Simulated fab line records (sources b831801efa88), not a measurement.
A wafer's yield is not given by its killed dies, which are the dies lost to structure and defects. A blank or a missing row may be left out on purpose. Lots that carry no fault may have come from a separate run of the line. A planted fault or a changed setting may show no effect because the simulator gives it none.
fab line records -- flow gf180mcu
[record] lots = 12, wafers = 36, last_day = 34
route steps=602 shown STI@25 DNWELL@41 NSD@245 M1@332
lots with no fault: from the same line, run without faults
start_h: start of the lot's first displayed wafer, in hours after the record's first day -- wait_h: hours since the lot's step before -- " as in the row above -- L1.1+2: a row that stands for several wafers -- - no value present, or no start provided -- * or withheld: withheld -- < > ~ a bound
route shown NAME@n: names a module that has steps shown in the file, with the first one's number in the route -- usual: the fault-free wafers' mean and standard deviation -- same: alike in all rows -- chamber/n: place in a boat -- sites: each site's reading -- _std_site: standard deviation of those values -- _edge_site: mean of outer sites minus mean of inner sites -- radius_mm: how far each site lies from the wafer's centre -- mask NAME#n: copy n -- behind: the tool/chamber that last shaped the wafer -- hold: why the lot went on hold/how many hours it stayed there/how the hold came to an end -- device: the transistor (n, p or np) that didn't switch -- end of line: tests of these same wafers at the route's end -- a step without rows: its recipe alone -- killed: dies that structure and defects cost at the first sort, which is not the same as the wafer's yield -- map: a wafer's dies, marking killed ones x, the rest . and places with no die _
set.NAME: setting as actually run; set.NAME@STEP: the setting as run at that earlier step -- model.NAME: the simulator's own value behind a step, which no gauge read
a sample of lots followed through the steps of the route, with each step as a table and each wafer as a row
services: from which hour (start_h, from the record's first day; less than 0 if before it) a tool's chamber was out of use, for how many hours, and why
[[steps]]
[step GF_STI_THK_MEAS_24]
[recipe] reads = SiO2_of_STI_CVD_23
[usual] STI_CVD_23_THK = 651/5.6
lot.wafer,tool,chamber,start_h,wait_h,STI_CVD_23_THK[nm]
L422.1,film_metro-04,-,28.30,0.0,651
L422.5,film_metro-04,-,28.30,0.0,655
L422.6,film_metro-04,-,28.30,0.0,648
L427.1,film_metro-01,-,53.03,0.0,641
L427.2,film_metro-01,-,53.03,0.0,653
L427.6,film_metro-01,-,53.03,0.0,646
L428.1,film_metro-02,-,59.58,0.0,654
L428.5,film_metro-02,-,59.58,0.0,661
L428.6,film_metro-02,-,59.58,0.0,648
L431.2,film_metro-01,-,74.26,0.0,649
L431.3,film_metro-01,-,74.26,0.0,647
L431.6,film_metro-01,-,74.26,0.0,649
L432.1,film_metro-02,-,78.48,0.0,655
L432.3,film_metro-02,-,78.48,0.0,662
L432.6,film_metro-02,-,78.48,0.0,656
L433.3,film_metro-04,-,84.34,0.1,646
L433.5,film_metro-04,-,84.34,0.1,656
L433.6,film_metro-04,-,84.34,0.1,657
L434.1,film_metro-04,-,89.61,0.0,659
L434.3,film_metro-04,-,89.61,0.0,654
L434.6,film_metro-04,-,89.61,0.0,662
L441.2,film_metro-01,-,126.24,0.1,658
L441.5,film_metro-01,-,126.24,0.1,649
L441.6,film_metro-01,-,126.24,0.1,668
L442.3,film_metro-02,-,131.21,0.1,649
L442.4,film_metro-02,-,131.21,0.1,647
L442.6,film_metro-02,-,131.21,0.1,655
L444.1,film_metro-02,-,140.51,0.0,649
L444.4,film_metro-02,-,140.51,0.0,653
L444.5,film_metro-02,-,140.51,0.0,658
L443.2,film_metro-04,-,140.52,0.0,659
L443.3,film_metro-04,-,140.52,0.0,652
L443.6,film_metro-04,-,140.52,0.0,641
L445.1,film_metro-01,-,145.12,0.0,652
L445.4,film_metro-01,-,145.12,0.0,658
L445.6,film_metro-01,-,145.12,0.0,643
[step GF_DNWELL_TW_MEAS_09]
[usual] DNWELL_TW = 1352/20
lot.wafer,tool,chamber,start_h,wait_h,DNWELL_TW
L422.1,film_metro-03,-,43.27,0.1,1331
L422.5,film_metro-03,-,43.27,0.1,1332
L422.6,film_metro-03,-,43.27,0.1,1342
L427.1,film_metro-02,-,68.65,0.1,1370
L427.2,film_metro-02,-,68.65,0.1,1365
L427.6,film_metro-02,-,68.65,0.1,1359
L428.1,film_metro-03,-,75.22,0.1,1355
L428.5,film_metro-03,-,75.22,0.1,1353
L428.6,film_metro-03,-,75.22,0.1,1356
L431.2,film_metro-01,-,92.20,0.1,1398
L431.3,film_metro-01,-,92.20,0.1,1389
L431.6,film_metro-01,-,92.20,0.1,1389
L432.1,film_metro-03,-,95.44,0.1,1349
L432.3,film_metro-03,-,95.44,0.1,1341
L432.6,film_metro-03,-,95.44,0.1,1349
L433.3,film_metro-03,-,102.01,0.1,1340
L433.5,film_metro-03,-,102.01,0.1,1334
L433.6,film_metro-03,-,102.01,0.1,1335
L434.1,film_metro-02,-,106.14,0.1,1336
L434.3,film_metro-02,-,106.14,0.1,1336
L434.6,film_metro-02,-,106.14,0.1,1337
L441.2,film_metro-02,-,143.93,0.1,1340
L441.5,film_metro-02,-,143.93,0.1,1345
L441.6,film_metro-02,-,143.93,0.1,1348
L442.3,film_metro-02,-,150.36,0.1,1350
L442.4,film_metro-02,-,150.36,0.1,1345
L442.6,film_metro-02,-,150.36,0.1,1355
L444.1,film_metro-03,-,160.77,0.1,1343
L444.4,film_metro-03,-,160.77,0.1,1346
L444.5,film_metro-03,-,160.77,0.1,1346
L443.2,film_metro-01,-,160.80,0.1,1382
L443.3,film_metro-01,-,160.80,0.1,1391
L443.6,film_metro-01,-,160.80,0.1,1387
L445.1,film_metro-02,-,164.39,0.1,1340
L445.4,film_metro-02,-,164.39,0.1,1335
L445.6,film_metro-02,-,164.39,0.1,1335
[step GF_NSD_IMPLANT_10]
[recipe] species = P, energy_kev = 40, dose_cm2 = 5e+14, tilt_deg = 7
[usual] beam_on_s = 10.01/0.22, dose_ions_cm2 = 5.001e+14/4.8e+11, faraday_current_uA = 2784/60
[same] implant_ion_amu = 31
lot.wafer,tool,chamber,start_h,wait_h,beam_on_s,dose_ions_cm2,faraday_current_uA
L422.1,implanter-01,0,297.39,0.1,9.73,5.009e+14,2885
L422.5,implanter-01,0,297.39,0.1,10.08,5.005e+14,2764
L422.6,implanter-01,0,297.39,0.1,9.88,5.004e+14,2810
L427.1,implanter-03,0,337.94,0.1,9.83,5.003e+14,2823
L427.2,implanter-03,0,337.94,0.1,9.82,5.003e+14,2839
L427.6,implanter-03,0,337.94,0.1,10.25,5.003e+14,2716
L428.1,implanter-03,0,348.44,0.1,10.05,4.989e+14,2782
L428.5,implanter-03,0,348.44,0.1,9.71,4.995e+14,2865
L428.6,implanter-03,0,348.44,0.1,10.30,4.999e+14,2708
L431.2,implanter-01,0,377.84,0.1,10.09,4.997e+14,2778
L431.3,implanter-01,0,377.84,0.1,10.32,5e+14,2703
L431.6,implanter-01,0,377.84,0.1,9.65,4.998e+14,2869
L432.1,implanter-01,0,380.84,0.1,7.97,4.997e+14,3475
L432.3,implanter-01,0,380.84,0.1,8.01,4.996e+14,3478
L432.6,implanter-01,0,380.84,0.1,7.74,4.991e+14,3601
L433.3,implanter-01,0,392.87,0.1,7.96,5.001e+14,3515
L433.5,implanter-01,0,392.87,0.1,7.61,4.998e+14,3673
L433.6,implanter-01,0,392.87,0.1,7.87,5.003e+14,3528
L434.1,implanter-01,0,396.14,0.1,7.80,5e+14,3569
L434.3,implanter-01,0,396.14,0.1,7.82,4.997e+14,3567
L434.6,implanter-01,0,396.14,0.1,7.78,5e+14,3575
L441.2,implanter-03,0,460.11,0.1,10.13,5e+14,2755
L441.5,implanter-03,0,460.11,0.1,9.89,4.993e+14,2814
L441.6,implanter-03,0,460.11,0.1,10.21,5.003e+14,2745
L442.3,implanter-04,0,466.57,0.1,10.04,4.998e+14,2769
L442.4,implanter-04,0,466.57,0.1,9.92,4.99e+14,2810
L442.6,implanter-04,0,466.57,0.1,9.83,4.997e+14,2835
L444.1,implanter-04,0,481.17,0.1,9.49,5e+14,2914
L444.4,implanter-04,0,481.17,0.1,10.55,4.997e+14,2625
L444.5,implanter-04,0,481.17,0.1,9.64,5.003e+14,2891
L443.2,implanter-01,0,483.27,0.1,9.90,4.999e+14,2823
L443.3,implanter-01,0,483.27,0.1,10.08,5e+14,2782
L443.6,implanter-01,0,483.27,0.1,10.20,5.001e+14,2737
L445.1,implanter-01,0,490.89,0.1,10.05,4.992e+14,2779
L445.4,implanter-01,0,490.89,0.1,10.30,5.008e+14,2699
L445.6,implanter-01,0,490.89,0.1,10.13,5.001e+14,2748
[step GF_NSD_STRIP_11]
[recipe] chemistry = O2/N2, power_w = 1400, pressure_mtorr = 1500, platen_temp_c = 250, o2_flow_sccm = 3000, n2_flow_sccm = 300, overash_fraction = 0.5
[usual] drypump_motor_current_A = 5.74/0.2, heater_power_w = 345/15, oes_product_au = 0.487/0.0048, strip_time_to_endpoint_s = 22.94/0.036
lot.wafer,tool,chamber,start_h,wait_h,drypump_motor_current_A,heater_power_w,oes_product_au,rf_hours_counter_h,strip_time_to_endpoint_s
L422.1,plasma_asher-04,0,297.54,0.1,5.95,360,0.492,53,22.98
L422.5,plasma_asher-04,1,297.54,0.1,5.48,358,0.488,-,22.98
L422.6,plasma_asher-04,0,297.54,0.1,5.96,357,0.475,-,22.99
L427.1,plasma_asher-03,0,338.09,0.1,5.87,339,0.484,72,22.94
L427.2,plasma_asher-03,1,338.09,0.1,5.63,312,0.486,72,22.99
L427.6,plasma_asher-03,0,338.09,0.1,5.84,342,0.492,-,22.93
L428.1,plasma_asher-01,0,348.59,0.1,5.98,327,0.484,68,22.93
L428.5,plasma_asher-01,1,348.59,0.1,5.60,346,0.489,-,22.97
L428.6,plasma_asher-01,0,348.59,0.1,6.00,341,0.485,-,22.95
L431.2,plasma_asher-03,1,377.96,0.1,5.60,319,0.492,76,23.00
L431.3,plasma_asher-03,0,377.96,0.1,5.83,351,0.485,-,23.02
L431.6,plasma_asher-03,1,377.96,0.1,5.60,322,0.485,-,22.99
L432.1,plasma_asher-04,0,380.99,0.1,5.95,360,0.488,62,22.80
L432.3,plasma_asher-04,1,380.99,0.1,5.48,362,0.497,-,22.84
L432.6,plasma_asher-04,1,380.99,0.1,5.47,360,0.489,-,22.81
L433.3,plasma_asher-04,0,393.00,0.1,5.96,347,0.494,-,22.87
L433.5,plasma_asher-04,0,393.00,0.1,5.96,357,0.481,-,22.90
L433.6,plasma_asher-04,1,393.00,0.1,5.48,361,0.487,-,22.85
L434.1,plasma_asher-01,0,396.29,0.1,5.99,330,0.490,73,22.85
L434.3,plasma_asher-01,0,396.29,0.1,6.00,328,0.490,-,22.85
L434.6,plasma_asher-01,0,396.29,0.1,5.98,332,0.485,-,22.84
L441.2,plasma_asher-03,1,460.23,0.1,5.61,338,0.486,3,22.92
L441.5,plasma_asher-03,0,460.23,0.1,5.82,345,0.480,-,22.94
L441.6,plasma_asher-03,1,460.23,0.1,5.60,316,0.486,-,22.92
L442.3,plasma_asher-04,0,466.70,0.1,5.97,367,0.482,-,22.89
L442.4,plasma_asher-04,1,466.70,0.1,5.46,367,0.490,-,22.93
L442.6,plasma_asher-04,1,466.70,0.1,5.51,357,0.485,-,22.90
L444.1,plasma_asher-01,1,481.32,0.1,5.60,348,0.488,82,22.96
L444.4,plasma_asher-01,1,481.32,0.1,5.59,342,0.488,-,22.96
L444.5,plasma_asher-01,1,481.32,0.1,5.59,343,0.477,-,22.98
L443.2,plasma_asher-03,0,483.39,0.1,5.86,348,0.488,6,22.90
L443.3,plasma_asher-03,0,483.39,0.1,5.82,357,0.486,-,22.94
L443.6,plasma_asher-03,1,483.39,0.1,5.62,319,0.483,-,22.93
L445.1,plasma_asher-01,0,491.04,0.1,6.02,323,0.492,83,22.94
L445.4,plasma_asher-01,1,491.04,0.1,5.60,345,0.483,-,22.92
L445.6,plasma_asher-01,1,491.04,0.1,5.60,336,0.492,-,22.91
[step GF_PSD_RS_MEAS_14]
[recipe] thk_meas_gauge = four-point-probe
[usual] NSD_RS = 46.14/0.093
lot.wafer,tool,chamber,start_h,wait_h,NSD_RS[ohm/sq]
L422.1,film_metro-04,-,318.06,0.1,46.04
L422.5,film_metro-04,-,318.06,0.1,46.06
L422.6,film_metro-04,-,318.06,0.1,46.12
L427.1,film_metro-04,-,360.31,0.1,46.19
L427.2,film_metro-04,-,360.31,0.1,46.15
L427.6,film_metro-04,-,360.31,0.1,46.15
L428.1,film_metro-02,-,370.36,0.1,46.30
L428.5,film_metro-02,-,370.36,0.1,46.20
L428.6,film_metro-02,-,370.36,0.1,46.16
L431.2,film_metro-04,-,401.23,0.1,46.03
L431.3,film_metro-04,-,401.23,0.1,46.00
L431.6,film_metro-04,-,401.23,0.1,46.05
L432.1,film_metro-03,-,405.16,0.1,47.45
L432.3,film_metro-03,-,405.16,0.1,47.39
L432.6,film_metro-03,-,405.16,0.1,47.48
L433.3,film_metro-02,-,416.70,0.1,47.60
L433.5,film_metro-02,-,416.70,0.1,47.53
L433.6,film_metro-02,-,416.70,0.1,47.57
L434.1,film_metro-04,-,420.06,0.1,47.40
L434.3,film_metro-04,-,420.06,0.1,47.37
L434.6,film_metro-04,-,420.06,0.1,47.43
L441.2,film_metro-04,-,484.98,0.1,46.18
L441.5,film_metro-04,-,484.98,0.1,46.13
L441.6,film_metro-04,-,484.98,0.1,46.15
L442.3,film_metro-03,-,490.92,0.1,46.10
L442.4,film_metro-03,-,490.92,0.1,46.20
L442.6,film_metro-03,-,490.92,0.1,45.95
L444.1,film_metro-02,-,505.71,0.1,46.24
L444.4,film_metro-02,-,505.71,0.1,46.14
L444.5,film_metro-02,-,505.71,0.1,46.25
L443.2,film_metro-04,-,507.18,0.1,46.18
L443.3,film_metro-04,-,507.18,0.1,46.15
L443.6,film_metro-04,-,507.18,0.1,46.11
L445.1,film_metro-04,-,515.13,0.1,46.04
L445.4,film_metro-04,-,515.13,0.1,46.07
L445.6,film_metro-04,-,515.13,0.1,46.06
[step GF_M1_STRIP_17]
[recipe] chemistry = O2/N2, power_w = 1400, pressure_mtorr = 1500, platen_temp_c = 250, o2_flow_sccm = 3000, n2_flow_sccm = 300, overash_fraction = 0.5
[usual] drypump_motor_current_A = 5.74/0.19, heater_power_w = 346/15, oes_product_au = 0.559/0.0052, strip_time_to_endpoint_s = 7.87/0.049
lot.wafer,tool,chamber,start_h,wait_h,drypump_motor_current_A,heater_power_w,oes_product_au,rf_hours_counter_h,strip_time_to_endpoint_s
L422.1,plasma_asher-04,0,388.82,0.1,5.96,359,0.552,63,7.83
L422.5,plasma_asher-04,1,388.82,0.1,5.47,373,0.567,-,7.77
L422.6,plasma_asher-04,0,388.82,0.1,5.97,354,0.553,-,7.86
L427.1,plasma_asher-01,1,434.28,0.1,5.59,340,0.555,77,7.83
L427.2,plasma_asher-01,0,434.28,0.1,6.03,337,0.562,77,7.88
L427.6,plasma_asher-01,0,434.28,0.1,6.00,332,0.562,-,7.83
L428.1,plasma_asher-03,0,444.10,0.1,5.81,356,0.559,2,7.87
L428.5,plasma_asher-03,0,444.10,0.1,5.84,345,0.551,-,7.85
L428.6,plasma_asher-03,1,444.10,0.1,5.62,321,0.561,-,7.91
L431.2,plasma_asher-03,1,477.32,0.1,5.65,329,0.554,5,7.89
L431.3,plasma_asher-03,0,477.32,0.1,5.84,347,0.551,-,7.92
L431.6,plasma_asher-03,1,477.32,0.1,5.61,322,0.569,-,7.88
L432.1,plasma_asher-04,0,479.92,0.1,5.96,360,0.550,73,7.79
L432.3,plasma_asher-04,1,479.92,0.1,5.44,355,0.566,-,7.92
L432.6,plasma_asher-04,1,479.92,0.1,5.45,361,0.557,-,7.81
L433.3,plasma_asher-01,1,491.99,0.1,5.60,342,0.567,-,7.89
L433.5,plasma_asher-01,0,491.99,0.1,5.99,341,0.560,-,7.91
L433.6,plasma_asher-01,1,491.99,0.1,5.61,349,0.560,-,7.89
L434.1,plasma_asher-04,0,495.42,0.1,5.97,367,0.560,75,7.89
L434.3,plasma_asher-04,1,495.42,0.1,5.53,359,0.557,-,7.90
L434.6,plasma_asher-04,1,495.42,0.1,5.49,369,0.551,-,7.83
L441.2,plasma_asher-04,0,557.32,0.1,5.96,365,0.559,83,7.93
L441.5,plasma_asher-04,0,557.32,0.1,5.96,364,0.570,-,7.91
L441.6,plasma_asher-04,1,557.32,0.1,5.49,365,0.566,-,7.95
L442.3,plasma_asher-04,1,563.00,0.1,5.49,358,0.568,-,7.93
L442.4,plasma_asher-04,0,563.00,0.1,5.96,359,0.557,-,7.93
L442.6,plasma_asher-04,1,563.00,0.1,5.48,371,0.562,-,7.93
L444.1,plasma_asher-04,1,576.77,0.1,5.45,364,0.560,85,7.87
L444.4,plasma_asher-04,0,576.77,0.1,5.95,372,0.568,-,7.89
L444.5,plasma_asher-04,1,576.77,0.1,5.44,368,0.561,-,7.88
L443.2,plasma_asher-03,0,579.05,0.1,5.86,351,0.562,15,7.90
L443.3,plasma_asher-03,0,579.05,0.1,5.81,341,0.566,-,7.90
L443.6,plasma_asher-03,1,579.05,0.1,5.62,326,0.559,-,7.96
L445.1,plasma_asher-03,0,585.72,0.1,5.83,346,0.557,16,7.88
L445.4,plasma_asher-03,0,585.72,0.1,5.84,355,0.569,-,7.92
L445.6,plasma_asher-03,0,585.72,0.1,5.80,343,0.555,-,7.85
[[services]]
tool,chamber,start_h,hours,kind
implanter-04,-,274.15,1.0,repair
implanter-04,-,294.63,4.8,pm
implanter-01,-,294.65,1.4,repair
implanter-04,-,302.47,109.6,pm
implanter-03,-,306.77,3.1,repair
plasma_asher-01,-,310.41,4.3,repair
plasma_asher-01,-,402.89,4.3,repair
plasma_asher-03,-,421.25,9.0,pm
plasma_asher-03,0,421.25,9.0,vent_cycle
plasma_asher-03,1,421.25,9.0,vent_cycle
implanter-03,-,429.82,4.9,repair
plasma_asher-03,0,430.25,-,clean
plasma_asher-03,1,430.25,-,clean
implanter-03,-,430.38,5.1,repair
implanter-04,-,461.71,4.5,pm
plasma_asher-01,-,469.80,0.8,repair
implanter-04,-,486.16,4.1,repair
plasma_asher-03,-,516.70,5.3,repair
implanter-04,-,529.18,0.6,repair
plasma_asher-03,-,533.98,9.4,repair
implanter-03,-,549.96,3.2,pm
[[key]]
[first_sign] step = GF_NSD_IMPLANT_10, reading = faraday_current_uA, direction = up, sigmas = 13, usual = 2784, struck = 3553
[effect] step = GF_NSD_IMPLANT_10, reading = beam_on_s, direction = down, sigmas = 10, usual = 10.01, struck = 7.84
[effect] step = GF_NSD_STRIP_11, reading = strip_time_to_endpoint_s, direction = down, sigmas = 2.7, usual = *, struck = *
[effect] step = GF_PSD_RS_MEAS_14, reading = NSD_RS, direction = up, sigmas = 14, usual = 46.14, struck = 47.47
met_at GF_NSD_IMPLANT_10
struck_lots L432,L433,L434
tester_left_out L432,L433,L434
not_acting_at GF_STI_THK_MEAS_24,GF_DNWELL_TW_MEAS_09,GF_M1_STRIP_17
onset_between 377.84 380.84
[fault] kind = process_parameter_drift, tool = implanter-01, chamber = -, onset_h = 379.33, steps = GF_NSD_IMPLANT_10, channel = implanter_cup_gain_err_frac, offset = 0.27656, shape = step, end_h = 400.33
// tester_left_out: of these lots the tester's yield and bins aren't shown, on N5 and GAA mostly nor the transistor test; their killed dies are dies lost to structure and defects alone, not to doping, threshold or leakage, so they don't give the yield
